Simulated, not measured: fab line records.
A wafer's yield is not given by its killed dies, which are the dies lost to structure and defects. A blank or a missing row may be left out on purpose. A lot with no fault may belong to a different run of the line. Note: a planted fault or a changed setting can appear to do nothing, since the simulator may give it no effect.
The same fault as seen by 2 desks | flow sky130 | numbers are kept per desk, each desk with only its own; the story behind them comes last

THE TOOL OWNER'S DESK: litho track-04
The tool's own readings at SKY_SD_P_DEVELOP_06 (develop time 60 s): means of the sampled wafers that have a number, for each lot that ran on this tool. Any lot whose mean is over 4 standard deviations away from the usual mean is out of limits and marked OUT; that distance is given in the brackets.
Columns: A = chill plate temp C at SKY_SD_P_DEVELOP_06, usual 23.01 C
lot  | first seen here | A
L543 | day 27 06:08    | 23.04
L560 | day 32 22:14    | 23.00
This desk's verdict: no lot among the 2 shows anything out of limits.

THE METROLOGY DESK
What the gauges read for every lot (on any tool): the sampled wafers with a number, averaged. Any lot whose mean is over 4 standard deviations away from the usual mean is out of limits and marked OUT; that distance is given in the brackets.
Columns: A = SPACER_CVD_00_THK at SKY_SPACER_THK_MEAS_01, usual 42.9 nm
lot  | first seen here | A
L538 | day 23 08:22    | 42.5
L539 | day 23 11:58    | 42.6
L540 | day 23 15:47    | 43.2
L542 | day 24 10:26    | 43.1
L543 | day 24 18:59    | 43.1
L548 | day 26 14:42    | 43.0
L549 | day 27 01:22    | 42.2
L550 | day 27 10:25    | 42.9
L554 | day 28 18:14    | 43.5
L555 | day 28 20:23    | 42.8
L557 | day 29 02:34    | 42.6
L558 | day 29 14:29    | 43.3
L559 | day 30 03:19    | 43.6
L560 | day 30 15:33    | 42.9
L561 | day 30 19:29    | 43.2
This desk's verdict: no lot among the 15 shows anything out of limits.

TAKEN TOGETHER
The desk of the tool owner found nothing out of limits.
Nothing out of limits was seen by the metrology desk.

WHAT THE SIMULATOR HAD INSERTED
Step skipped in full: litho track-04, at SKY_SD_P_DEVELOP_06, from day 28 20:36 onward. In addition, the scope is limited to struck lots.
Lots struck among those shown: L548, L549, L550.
